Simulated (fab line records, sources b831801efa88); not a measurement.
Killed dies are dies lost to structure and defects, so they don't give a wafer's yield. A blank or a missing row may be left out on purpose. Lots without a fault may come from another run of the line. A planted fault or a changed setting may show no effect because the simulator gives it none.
fab line records | flow sky130
record lots=12 wafers=36 last_day=49
route steps=708 shown METAL2@499 VIA2@516 PAD_OPEN@708
lots that met no fault: from a run of the same line without faults
start_h: hours from the record's first day to the start of the lot's first wafer shown | wait_h: hours since the lot's step before | " the same as in the row above | L1.1+2: a row that stands for several wafers | - no value, or no start given | * or withheld: withheld | < > ~ a bound
route shown NAME@n: a module of which the file shows steps, and the number in the route of the first | usual: mean/standard deviation of fault-free wafers | same: alike in all rows | chamber/n: place in a boat | sites: the reading at each site | _std_site: their standard deviation | _edge_site: outer sites' mean less inner sites' | radius_mm: how far each site lies from the wafer's centre | mask NAME#n: copy n | behind: the tool/chamber that last shaped the wafer | hold: why the lot was held/for how many hours/how that ended | device: the transistor (n, p or np) that didn't switch | end of line: the same wafers' tests at the end of the route | a step without rows: its recipe alone | killed: dies lost to structure and defects at the first sort, not the wafer's yield | map: a wafer's dies, x killed, . not, _ none there
set.NAME: the setting as run; set.NAME@STEP: as run at that earlier step | model.NAME: the simulator's own value behind a step, which no gauge read
steps of the route over a sample of lots; a table a step, a row a wafer
services: from which hour (start_h, from the record's first day; less than 0 if before it) a tool's chamber was out of use, for how many hours, and why
## steps
# step SKY_METAL2_OVL_MEAS_16
# usual METAL2_OVL=2/5.4
# columns lot.wafer tool chamber start_h wait_h METAL2_OVL[nm]
L723.3 overlay-02 - 811.22 0.1 0
L723.5 " - " " 3
L723.6 " - " " -3
L724.1 overlay-01 - 821.47 0.1 0
L724.4 " - " " 6
L724.6 " - " " 4
L725.1 overlay-01 - 862.86 0.1 -10
L725.2 " - " " -10
L725.6 " - " " -5
L727.1 overlay-02 - 863.02 0.1 6
L727.3 " - " " 5
L727.6 " - " " -1
L726.1 overlay-01 - 863.89 0.1 4
L726.4 " - " " 5
L726.5 " - " " 6
L729.2 overlay-02 - 871.65 0.1 -4
L729.5 " - " " 3
L729.6 " - " " 5
L733.1 overlay-01 - 890.02 0.1 2
L733.5 " - " " 0
L733.6 " - " " 2
L732.1 overlay-02 - 894.62 0.1 -13
L732.2 " - " " -4
L732.4 " - " " -6
L734.3 overlay-02 - 898.93 0.1 -6
L734.5 " - " " -5
L734.6 " - " " -4
L739.2 overlay-02 - 933.70 0.1 5
L739.4 " - " " 10
L739.5 " - " " 6
L740.3 overlay-01 - 937.83 0.1 4
L740.4 " - " " 11
L740.5 " - " " 9
L744.1 overlay-02 - 964.86 0.1 1
L744.3 " - " " -4
L744.5 " - " " -5
# step SKY_VIA2_EXPOSE_09
# recipe mask_id=VIM2 na=0.8 source_shape=annular sigma_inner=0.55 sigma_outer=0.85 target_cd_nm=200 dose_mj=38
# columns lot.wafer tool chamber start_h wait_h mask
L723.3+5+6 krf_scanner-01 0 825.38 - VIM2#0
L724.1+4+6 krf_scanner-02 0 835.57 - VIM2#0
L727.1+3+6 krf_scanner-01 0 877.80 - VIM2#0
L725.1+2+6 krf_scanner-02 0 878.12 - VIM2#0
L726.1+4+5 krf_scanner-01 0 878.92 - VIM2#0
L729.2+5+6 krf_scanner-01 0 886.59 - VIM2#0
L733.1+5+6 krf_scanner-01 0 904.52 - VIM2#0
L732.1+2+4 krf_scanner-01 0 908.50 - VIM2#0
L734.3+5+6 krf_scanner-02 0 913.25 - VIM2#0
L739.2+4+5 krf_scanner-02 0 947.24 - VIM2#0
L740.3+4+5 krf_scanner-01 0 952.19 - VIM2#0
L744.1+3+5 krf_scanner-01 0 979.05 - VIM2#0
# step SKY_VIA2_OVL_MEAS_13
# usual VIA2_OVL=-5/5.7
# columns lot.wafer tool chamber start_h wait_h VIA2_OVL[nm]
L723.3 overlay-01 - 837.85 0.1 14
L723.5 " - " " 2
L723.6 " - " " 2
L724.1 overlay-02 - 848.26 0.1 1
L724.4 " - " " -8
L724.6 " - " " -4
L727.1 overlay-01 - 890.67 0.1 -3
L727.3 " - " " -6
L727.6 " - " " -13
L725.1 overlay-01 - 891.37 0.1 -6
L725.2 " - " " -2
L725.6 " - " " -8
L726.1 overlay-02 - 892.27 0.1 -4
L726.4 " - " " -2
L726.5 " - " " -3
L729.2 overlay-01 - 899.90 0.1 -3
L729.5 " - " " -4
L729.6 " - " " -7
L733.1 overlay-02 - 916.19 0.1 -11
L733.5 " - " " -4
L733.6 " - " " -7
L732.1 overlay-01 - 920.57 0.1 -3
L732.2 " - " " -3
L732.4 " - " " -8
L734.3 overlay-02 - 925.33 0.1 31
L734.5 " - " " 31
L734.6 " - " " 35
L739.2 overlay-01 - 959.87 0.1 24
L739.4 " - " " 26
L739.5 " - " " 29
L740.3 overlay-01 - 964.00 0.1 -2
L740.4 " - " " 1
L740.5 " - " " 1
L744.1 overlay-01 - 990.39 0.1 3
L744.3 " - " " -8
L744.5 " - " " -6
# step SKY_VIA2_ETCH_15
# recipe target=SiO2 chemistry=C4F8/O2/Ar target_depth_nm=546 stop_on=TiN mask_material=KrF-thick source_w=1500 bias_w=1200 pressure_mtorr=40 c4f8_flow_sccm=withheld O2_flow_sccm=6 Ar_flow_sccm=300 time_s=84
# usual oes_product_au=0.941/0.0045 rf_fwd_power_W=1488/6
# columns lot.wafer tool chamber start_h wait_h oes_product_au rf_fwd_power_W rf_hours_counter_h
L723.3 rie_diel-02 2 837.92 0.0 0.935 1487 21
L723.5 " 3 " " 0.947 1484 -
L723.6 " 0 " " 0.941 1477 -
L724.1 rie_diel-03 2 848.34 0.0 0.939 1489 9
L724.4 " 3 " " 0.945 1496 -
L724.6 " 2 " " 0.932 1481 -
L727.1 rie_diel-01 2 890.74 0.0 0.946 1495 4
L727.3 " 1 " " 0.943 1484 17
L727.6 " 3 " " 0.940 1488 -
L725.1 rie_diel-01 1 891.44 0.0 0.942 1483 18
L725.2 " 2 " " 0.940 1491 4
L725.6 " 3 " " 0.944 1495 -
L726.1 rie_diel-03 2 892.34 0.0 0.936 1484 10
L726.4 " 1 " " 0.939 1490 7
L726.5 " 2 " " 0.948 1483 -
L729.2 rie_diel-01 3 899.97 0.0 0.940 1484 22
L729.5 " 1 " " 0.939 1483 -
L729.6 " 0 " " 0.953 1482 -
L733.1 rie_diel-03 0 916.27 0.0 0.943 1486 6
L733.5 " 3 " " 0.948 1494 -
L733.6 " 0 " " 0.950 1491 -
L732.1 rie_diel-03 2 920.64 0.0 0.943 1485 10
L732.2 " 0 " " 0.939 1489 6
L732.4 " 1 " " 0.937 1496 8
L734.3 rie_diel-03 0 925.39 0.0 0.946 1484 6
L734.5 " 3 " " 0.948 1501 -
L734.6 " 2 " " 0.942 1497 -
L739.2 rie_diel-02 2 959.94 0.0 0.942 1483 24
L739.4 " 0 " " 0.938 1482 17
L739.5 " 0 " " 0.939 1488 -
L740.3 rie_diel-02 3 964.07 0.0 0.948 1485 15
L740.4 " 0 " " 0.952 1488 17
L740.5 " 1 " " 0.938 1488 -
L744.1 rie_diel-01 1 990.47 0.0 0.946 1486 21
L744.3 " 3 " " 0.935 1492 25
L744.5 " 3 " " 0.937 1485 -
# step SKY_VIA2_STRIP_16
# recipe chemistry=O2/N2 power_w=1400 pressure_mtorr=1500 platen_temp_c=withheld o2_flow_sccm=3000 n2_flow_sccm=300 overash_fraction=0.5
# usual drypump_motor_current_A=5.7/0.46 oes_product_au=0.397/0.0046 strip_time_to_endpoint_s=4.03/0.031
# columns lot.wafer tool chamber start_h wait_h drypump_motor_current_A oes_product_au rf_hours_counter_h strip_time_to_endpoint_s
L723.3 plasma_asher-04 1 838.02 0.1 6.0 0.394 - 4.06
L723.5 " 0 " " 6.0 0.393 - 4.03
L723.6 " 1 " " 6.0 0.394 - 4.04
L724.1 plasma_asher-02 1 848.41 0.0 5.1 0.398 41 4.03
L724.4 " 0 " " 5.2 0.396 - 4.04
L724.6 " 1 " " 5.2 0.407 - 4.07
L727.1 plasma_asher-02 1 890.81 0.0 5.1 0.390 45 4.04
L727.3 " 1 " " 5.2 0.389 - 4.02
L727.6 " 1 " " 5.2 0.400 - 4.06
L725.1 plasma_asher-03 1 891.51 0.0 5.9 0.392 75 3.97
L725.2 " 0 " " 6.5 0.397 75 3.97
L725.6 " 1 " " 5.8 0.397 - 4.00
L726.1 plasma_asher-04 0 892.41 0.0 6.0 0.395 15 4.06
L726.4 " 0 " " 6.0 0.397 - 4.01
L726.5 " 0 " " 6.0 0.399 - 4.07
L729.2 plasma_asher-04 0 900.03 0.0 6.0 0.389 15 4.02
L729.5 " 1 " " 6.0 0.395 - 3.97
L729.6 " 0 " " 6.0 0.404 - 4.04
L733.1 plasma_asher-02 0 916.33 0.0 5.2 0.403 47 4.05
L733.5 " 1 " " 5.1 0.394 - 4.04
L733.6 " 0 " " 5.2 0.399 - 4.04
L732.1 plasma_asher-02 0 920.71 0.0 5.2 0.399 48 4.05
L732.2 " 1 " " 5.1 0.395 48 4.04
L732.4 " 1 " " 5.1 0.395 - 4.00
L734.3 plasma_asher-04 0 925.49 0.1 6.0 0.396 - 4.07
L734.5 " 1 " " 6.0 0.399 - 4.03
L734.6 " 0 " " 6.0 0.400 - 4.03
L739.2 plasma_asher-02 1 960.01 0.0 5.2 0.399 52 4.06
L739.4 " 0 " " 5.2 0.397 - 4.03
L739.5 " 1 " " 5.1 0.392 - 4.02
L740.3 plasma_asher-03 1 964.17 0.1 5.8 0.399 - 4.06
L740.4 " 0 " " 6.5 0.405 - 4.03
L740.5 " 1 " " 5.8 0.404 - 4.08
L744.1 plasma_asher-04 0 990.53 0.0 6.0 0.394 23 3.99
L744.3 " 0 " " 6.0 0.391 - 4.05
L744.5 " 1 " " 6.0 0.404 - 4.01
# step SKY_PAD_OPEN_PROBE_99
# usual defect_limited_yield=82.7/2 killed_at_M0_to_M3=43/7.4 killed_at_M4_up=3.5/2.1 killed_at_contacts=24/5.4 killed_at_front_end=15/4.7 killed_at_other=0.2/0.44 killed_dies=85/10 killed_open=47/7.1 killed_short=38/7 sort_bin_3_pad_short=0.9/0.41 sort_bin_5_function=10.4/1.6 sort_bin_6_memory=6.1/1.1 sort_n_pass=407/10 sort_yield_pct=82.7/2
# same gross_dies=492 killed_at_back_side=0 sort_bin_4_leakage[%]=0 sort_bin_8_speed[%]=0
# columns lot.wafer tool chamber start_h wait_h defect_limited_yield[%] killed_at_M0_to_M3 killed_at_M4_up killed_at_contacts killed_at_front_end killed_at_other killed_dies killed_open killed_short sort_bin_3_pad_short[%] sort_bin_5_function[%] sort_bin_6_memory[%] sort_n_pass sort_yield_pct[%]
L723.3 prober-02 - 1067.32 0.2 82.1 48 0 26 14 0 88 45 43 1.2 9.3 7.3 404 82.1
L723.5 prober-02 - 1067.42 0.2 78.3 57 3 26 21 0 107 56 51 1.2 12.8 7.7 385 78.3
L723.6 prober-02 - 1067.47 0.2 80.7 51 4 18 21 1 95 47 48 1.2 12.2 5.9 397 80.7
L724.1 prober-01 - 1077.82 0.1 81.3 53 3 25 10 1 92 58 34 0.6 11.0 7.1 400 81.3
L724.4 prober-01 - 1077.97 0.2 82.1 38 1 34 15 0 88 54 34 0.2 11.2 6.5 404 82.1
L724.6 prober-01 - 1078.07 0.2 81.3 50 4 22 16 0 92 41 51 1.6 10.4 6.7 400 81.3
L727.1 prober-02 - 1109.41 0.1 81.3 50 4 22 16 0 92 58 34 1.6 10.8 6.3 400 81.3
L727.3 prober-02 - 1109.51 0.2 78.0 57 8 27 16 0 108 54 54 1.0 12.0 8.9 384 78.0
L727.6 prober-02 - 1109.66 0.2 86.0 46 3 16 4 0 69 37 32 1.0 8.5 4.5 423 86.0
L726.1 prober-01 - 1111.16 0.1 81.7 49 4 24 13 0 90 42 48 0.8 10.0 7.5 402 81.7
L726.4 prober-01 - 1111.31 0.2 85.4 41 4 20 7 0 72 39 33 1.6 8.1 4.9 420 85.4
L726.5 prober-01 - 1111.36 0.2 82.3 45 4 20 18 0 87 45 42 0.2 10.8 6.7 405 82.3
L725.1 prober-02 - 1111.60 0.1 80.7 53 3 24 15 0 95 58 37 0.6 12.8 5.9 397 80.7
L725.2 prober-02 - 1111.65 0.1 80.7 54 7 26 8 0 95 53 42 0.8 13.2 5.3 397 80.7
L725.6 prober-02 - 1111.85 0.2 82.7 49 2 23 11 0 85 48 37 1.2 9.8 6.3 407 82.7
L729.2 prober-01 - 1118.65 0.1 85.0 29 4 29 12 0 74 42 32 1.0 10.0 4.1 418 85.0
L729.5 prober-01 - 1118.80 0.2 83.7 49 5 17 9 0 80 43 37 1.0 8.9 6.3 412 83.7
L729.6 prober-01 - 1118.85 0.2 81.9 42 8 23 15 1 89 42 47 0.8 11.0 6.3 403 81.9
L733.1 prober-01 - 1129.98 0.1 82.1 41 7 30 10 0 88 46 42 0 10.4 7.5 404 82.1
L733.5 prober-01 - 1130.18 0.2 83.1 35 2 23 23 0 83 49 34 0.6 10.2 6.1 409 83.1
L733.6 prober-01 - 1130.23 0.2 83.7 52 0 20 8 0 80 37 43 1.8 7.9 6.5 412 83.7
L732.1 prober-02 - 1132.81 0.1 82.5 25 3 37 21 0 86 44 42 1.0 11.0 5.5 406 82.5
L732.2 prober-02 - 1132.86 0.1 80.1 42 4 35 17 0 98 46 52 1.2 11.2 7.5 394 80.1
L732.4 prober-02 - 1132.96 0.2 80.9 50 6 19 19 0 94 57 37 1.0 12.2 5.9 398 80.9
L734.3 prober-01 - 1140.55 0.2 85.2 36 1 21 15 0 73 29 44 1.4 8.3 5.1 419 85.2
L734.5 prober-01 - 1140.65 0.2 83.3 35 2 31 13 1 82 45 37 1.2 10.4 5.1 410 83.3
L734.6 prober-01 - 1140.70 0.2 80.9 49 1 25 19 0 94 69 25 0.2 12.4 6.5 398 80.9
L739.2 prober-02 - 1164.39 0.1 84.3 44 2 21 10 0 77 41 36 1.0 8.7 5.9 415 84.3
L739.4 prober-02 - 1164.49 0.2 84.8 42 4 18 11 0 75 31 44 1.4 8.1 5.7 417 84.8
L739.5 prober-02 - 1164.54 0.2 84.6 30 7 22 17 0 76 38 38 1.0 7.7 6.7 416 84.6
L740.3 prober-01 - 1167.77 0.2 84.1 40 2 25 11 0 78 42 36 0.2 10.6 5.1 414 84.1
L740.4 prober-01 - 1167.82 0.2 81.9 44 2 28 15 0 89 47 41 1.6 9.8 6.7 403 81.9
L740.5 prober-01 - 1167.87 0.2 85.6 33 2 20 16 0 71 37 33 0.6 9.1 4.7 421 85.6
L744.1 prober-01 - 1185.21 0.1 78.7 59 4 34 8 0 105 48 57 1.2 12.8 7.3 387 78.7
L744.3 prober-01 - 1185.31 0.2 81.5 48 4 20 18 1 91 50 41 0.4 11.4 6.7 401 81.5
L744.5 prober-01 - 1185.41 0.2 78.7 48 2 39 16 0 105 52 53 1.0 14.0 6.3 387 78.7
# killed by level:class
L723.3 CONTACT:geometric_particle:open=12 VIA2:geometric_particle:open=8 METAL1:geometric_particle:short=7 VIA3:geometric_particle:open=7 VIA1:geometric_particle:short=6 VIA1:geometric_particle:open=5 LOCAL_INTERCONNECT:geometric_particle:short=5 METAL3:geometric_particle:short=5
L723.5 VIA1:geometric_particle:open=14 CONTACT:geometric_particle:open=11 FIELD_ISO:geometric_particle:open=8 METAL2:geometric_particle:short=8 METAL1:geometric_particle:short=7 VIA2:geometric_particle:open=7 VIA1:geometric_particle:short=7 POLY_GATE:geometric_particle:short=5
L723.6 VIA1:geometric_particle:open=10 METAL2:geometric_particle:short=10 VIA1:geometric_particle:short=7 CONTACT:geometric_particle:short=6 VIA2:geometric_particle:open=6 CONTACT:geometric_particle:open=5 METAL1:geometric_particle:short=5 POLY_GATE:geometric_particle:short=4
L724.1 VIA1:geometric_particle:open=17 VIA3:geometric_particle:open=10 CONTACT:geometric_particle:open=9 LI_CONTACT:geometric_particle:open=7 VIA2:geometric_particle:open=7 VIA1:geometric_particle:short=6 FIELD_ISO:geometric_particle:short=4 CONTACT:geometric_particle:short=4
L724.4 CONTACT:geometric_particle:open=13 VIA1:geometric_particle:open=8 VIA2:geometric_particle:open=8 FIELD_ISO:geometric_particle:open=6 FIELD_ISO:geometric_particle:short=6 LI_CONTACT:geometric_particle:open=5 VIA3:geometric_particle:open=5 CONTACT:geometric_particle:short=5
L724.6 VIA1:geometric_particle:open=12 VIA2:geometric_particle:open=9 CONTACT:geometric_particle:open=8 FIELD_ISO:geometric_particle:short=7 CONTACT:geometric_particle:short=6 METAL1:geometric_particle:short=6 POLY_GATE:geometric_particle:short=5 LOCAL_INTERCONNECT:geometric_particle:short=4
L727.1 VIA3:geometric_particle:open=11 VIA1:geometric_particle:open=10 LI_CONTACT:geometric_particle:open=7 CONTACT:geometric_particle:open=7 METAL1:geometric_particle:short=7 VIA2:geometric_particle:open=7 FIELD_ISO:geometric_particle:open=6 CONTACT:geometric_particle:short=6
L727.3 VIA1:geometric_particle:open=17 CONTACT:geometric_particle:open=12 METAL1:geometric_particle:short=12 POLY_GATE:geometric_particle:short=6 LOCAL_INTERCONNECT:geometric_particle:short=6 CONTACT:geometric_particle:short=6 METAL4:geometric_particle:short=5 VIA3:geometric_particle:open=5
L727.6 METAL2:geometric_particle:short=9 VIA1:geometric_particle:open=7 VIA2:geometric_particle:open=7 CONTACT:geometric_particle:open=6 CONTACT:geometric_particle:short=5 METAL1:geometric_particle:short=4 VIA1:geometric_particle:short=4 METAL1:geometric_particle:open=4
L726.1 CONTACT:geometric_particle:open=12 METAL2:geometric_particle:short=8 VIA1:geometric_particle:open=7 VIA1:geometric_particle:short=6 VIA2:geometric_particle:open=6 METAL3:geometric_particle:short=6 LI_CONTACT:geometric_particle:open=5 METAL1:geometric_particle:short=5
L726.4 VIA1:geometric_particle:open=12 CONTACT:geometric_particle:open=7 METAL1:geometric_particle:short=7 LI_CONTACT:geometric_particle:open=6 VIA2:geometric_particle:short=4 CONTACT:geometric_particle:short=4 VIA1:geometric_particle:short=4 VIA3:geometric_particle:open=4
L726.5 CONTACT:geometric_particle:open=9 VIA2:geometric_particle:open=9 METAL2:geometric_particle:short=9 LI_CONTACT:geometric_particle:open=7 POLY_GATE:geometric_particle:open=6 VIA1:geometric_particle:short=6 VIA1:geometric_particle:open=6 POLY_GATE:geometric_particle:short=5
L725.1 VIA1:geometric_particle:open=17 CONTACT:geometric_particle:open=9 METAL1:geometric_particle:short=8 LI_CONTACT:geometric_particle:open=7 VIA3:geometric_particle:open=7 FIELD_ISO:geometric_particle:open=5 METAL2:geometric_particle:short=5 POLY_GATE:geometric_particle:open=5
L725.2 VIA1:geometric_particle:open=17 LOCAL_INTERCONNECT:geometric_particle:short=12 VIA2:geometric_particle:open=9 LI_CONTACT:geometric_particle:open=5 CONTACT:geometric_particle:open=5 VIA1:geometric_particle:short=5 METAL1:geometric_particle:short=4 METAL4:geometric_particle:short=4
L725.6 VIA1:geometric_particle:open=14 LI_CONTACT:geometric_particle:open=8 VIA3:geometric_particle:open=5 CONTACT:geometric_particle:open=5 METAL2:geometric_particle:short=5 METAL1:geometric_particle:short=5 VIA2:geometric_particle:open=5 FIELD_ISO:geometric_particle:short=4
L729.2 LOCAL_INTERCONNECT:geometric_particle:short=9 CONTACT:geometric_particle:open=9 LI_CONTACT:geometric_particle:open=6 VIA1:geometric_particle:open=6 POLY_GATE:geometric_particle:open=5 VIA1:geometric_particle:short=5 VIA3:geometric_particle:open=4 VIA2:geometric_particle:open=4
L729.5 VIA1:geometric_particle:open=10 VIA2:geometric_particle:open=9 VIA1:geometric_particle:short=6 LI_CONTACT:geometric_particle:open=5 LOCAL_INTERCONNECT:geometric_particle:short=5 METAL1:geometric_particle:short=5 VIA2:geometric_particle:short=4 METAL2:geometric_particle:short=4
L729.6 CONTACT:geometric_particle:open=9 VIA1:geometric_particle:open=9 POLY_GATE:geometric_particle:short=6 VIA1:geometric_particle:short=6 METAL4:geometric_particle:short=6 LI_CONTACT:geometric_particle:short=5 VIA2:geometric_particle:short=5 VIA3:geometric_particle:open=5
L733.1 VIA2:geometric_particle:open=13 CONTACT:geometric_particle:open=9 METAL1:geometric_particle:short=7 LI_CONTACT:geometric_particle:short=6 LI_CONTACT:geometric_particle:open=5 CONTACT:geometric_particle:short=5 POLY_GATE:geometric_particle:short=4 VIA1:geometric_particle:open=4
L733.5 CONTACT:geometric_particle:open=10 VIA1:geometric_particle:open=8 LI_CONTACT:geometric_particle:open=7 FIELD_ISO:geometric_particle:open=6 POLY_GATE:geometric_particle:open=5 POLY_GATE:geometric_particle:short=5 SPACER:geometric_particle:open=4 CONTACT:geometric_particle:short=4
L733.6 METAL1:geometric_particle:short=10 VIA3:geometric_particle:open=8 CONTACT:geometric_particle:short=8 CONTACT:geometric_particle:open=7 VIA2:geometric_particle:open=7 VIA1:geometric_particle:open=6 VIA1:geometric_particle:short=5 VIA3:geometric_particle:short=4
L732.1 CONTACT:geometric_particle:short=11 CONTACT:geometric_particle:open=11 LI_CONTACT:geometric_particle:open=8 FIELD_ISO:geometric_particle:short=6 VIA2:geometric_particle:open=6 FIELD_ISO:geometric_particle:open=5 METAL1:geometric_particle:short=4 LI_CONTACT:geometric_particle:short=4
L732.2 CONTACT:geometric_particle:open=12 LOCAL_INTERCONNECT:geometric_particle:short=9 VIA2:geometric_particle:open=8 METAL1:geometric_particle:short=7 VIA1:geometric_particle:open=7 FIELD_ISO:geometric_particle:short=6 LI_CONTACT:geometric_particle:open=6 VIA1:geometric_particle:short=5
L732.4 VIA1:geometric_particle:open=17 CONTACT:geometric_particle:open=11 VIA3:geometric_particle:open=9 METAL1:geometric_particle:short=7 POLY_GATE:geometric_particle:short=5 METAL4:geometric_particle:short=5 METAL3:geometric_particle:short=4 POLY_GATE:geometric_particle:open=4
L734.3 VIA1:geometric_particle:open=8 METAL1:geometric_particle:short=6 POLY_GATE:geometric_particle:short=6 LOCAL_INTERCONNECT:geometric_particle:short=6 VIA3:geometric_particle:short=6 METAL2:geometric_particle:short=5 VIA3:geometric_particle:open=5 LI_CONTACT:geometric_particle:open=4
L734.5 VIA1:geometric_particle:open=11 LI_CONTACT:geometric_particle:open=9 VIA3:geometric_particle:open=6 CONTACT:geometric_particle:short=6 LI_CONTACT:geometric_particle:short=5 CONTACT:geometric_particle:open=5 VIA2:geometric_particle:open=5 POLY_GATE:geometric_particle:short=4
L734.6 VIA1:geometric_particle:open=17 FIELD_ISO:geometric_particle:open=9 LI_CONTACT:geometric_particle:open=9 VIA3:geometric_particle:open=8 VIA2:geometric_particle:open=7 CONTACT:geometric_particle:open=7 FIELD_ISO:geometric_particle:short=5 POLY_GATE:geometric_particle:open=4
L739.2 METAL1:geometric_particle:short=12 VIA1:geometric_particle:open=10 CONTACT:geometric_particle:open=9 CONTACT:geometric_particle:short=5 VIA2:geometric_particle:open=4 VIA1:geometric_particle:short=4 FIELD_ISO:geometric_particle:open=3 LI_CONTACT:geometric_particle:short=3
L739.4 METAL1:geometric_particle:short=9 VIA1:geometric_particle:short=7 VIA1:geometric_particle:open=6 CONTACT:geometric_particle:open=5 VIA3:geometric_particle:open=5 LI_CONTACT:geometric_particle:open=4 CONTACT:geometric_particle:short=4 METAL2:geometric_particle:short=4
L739.5 CONTACT:geometric_particle:open=7 METAL1:geometric_particle:short=6 VIA1:geometric_particle:open=6 FIELD_ISO:geometric_particle:short=5 LI_CONTACT:geometric_particle:open=5 CONTACT:geometric_particle:short=4 VIA2:geometric_particle:open=4 VIA3:geometric_particle:open=4
L740.3 LI_CONTACT:geometric_particle:open=8 VIA3:geometric_particle:open=8 VIA1:geometric_particle:open=7 CONTACT:geometric_particle:short=7 CONTACT:geometric_particle:open=6 POLY_GATE:geometric_particle:open=5 VIA2:geometric_particle:open=5 VIA3:geometric_particle:short=5
L740.4 VIA1:geometric_particle:open=11 VIA3:geometric_particle:open=10 LI_CONTACT:geometric_particle:open=8 CONTACT:geometric_particle:open=6 LOCAL_INTERCONNECT:geometric_particle:short=5 CONTACT:geometric_particle:short=5 METAL3:geometric_particle:short=5 FIELD_ISO:geometric_particle:short=4
L740.5 VIA1:geometric_particle:open=10 CONTACT:geometric_particle:open=9 METAL2:geometric_particle:short=6 POLY_GATE:geometric_particle:short=5 LI_CONTACT:geometric_particle:open=4 FIELD_ISO:geometric_particle:open=3 POLY_GATE:geometric_particle:open=3 CONTACT:geometric_particle:short=3
L744.1 METAL2:geometric_particle:short=10 LI_CONTACT:geometric_particle:open=9 VIA1:geometric_particle:open=9 VIA2:geometric_particle:open=8 CONTACT:geometric_particle:open=8 LI_CONTACT:geometric_particle:short=7 CONTACT:geometric_particle:short=7 VIA1:geometric_particle:short=6
L744.3 LI_CONTACT:geometric_particle:open=9 VIA1:geometric_particle:open=8 METAL1:geometric_particle:short=8 CONTACT:geometric_particle:open=6 METAL2:geometric_particle:short=6 VIA3:geometric_particle:open=6 FIELD_ISO:geometric_particle:short=5 VIA2:geometric_particle:short=5
L744.5 VIA1:geometric_particle:open=10 CONTACT:geometric_particle:short=10 CONTACT:geometric_particle:open=10 METAL2:geometric_particle:short=9 LI_CONTACT:geometric_particle:open=8 LOCAL_INTERCONNECT:geometric_particle:short=7 VIA2:geometric_particle:open=6 VIA3:geometric_particle:open=6
## services
# columns tool chamber start_h hours kind
plasma_asher-04 - 814.16 3.2 repair
rie_diel-01 2 815.62 3.1 repair
rie_diel-03 1 818.98 12.5 repair
krf_scanner-01 - 822.09 1.0 pm
plasma_asher-04 - 839.51 3.7 repair
krf_scanner-01 - 846.20 0.8 pm
rie_diel-03 0 846.48 2.6 repair
rie_diel-01 3 846.98 4.5 repair
rie_diel-01 3 856.70 1.3 repair
rie_diel-01 1 863.87 10.1 repair
krf_scanner-01 - 867.64 4.0 pm
krf_scanner-02 - 882.00 1.0 pm
rie_diel-02 1 884.96 26.7 repair
krf_scanner-01 - 910.03 1.3 pm
krf_scanner-01 - 911.33 3.6 pm
rie_diel-01 - 922.33 4.1 repair
rie_diel-03 3 925.50 31.2 repair
krf_scanner-02 - 927.48 0.8 pm
rie_diel-01 2 939.47 2.4 repair
krf_scanner-02 - 939.83 0.9 repair
plasma_asher-04 - 948.13 12.4 repair
rie_diel-01 3 949.26 9.5 repair
krf_scanner-02 - 958.91 1.3 pm
krf_scanner-02 - 961.18 0.2 repair
## key
first_sign step=SKY_VIA2_OVL_MEAS_13 reading=VIA2_OVL direction=up sigmas=6 usual=-5 struck=29
effect none on later readings
met_at SKY_VIA2_EXPOSE_09
struck_lots L734,L739
not_acting_at SKY_METAL2_OVL_MEAS_16,SKY_VIA2_ETCH_15,SKY_VIA2_STRIP_16
onset_between 878.12 913.25
fault kind=scanner_matching_overlay tool=krf_scanner-02 chamber=- onset_h=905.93 steps=SKY_VIA2_EXPOSE_09 offset=38.555
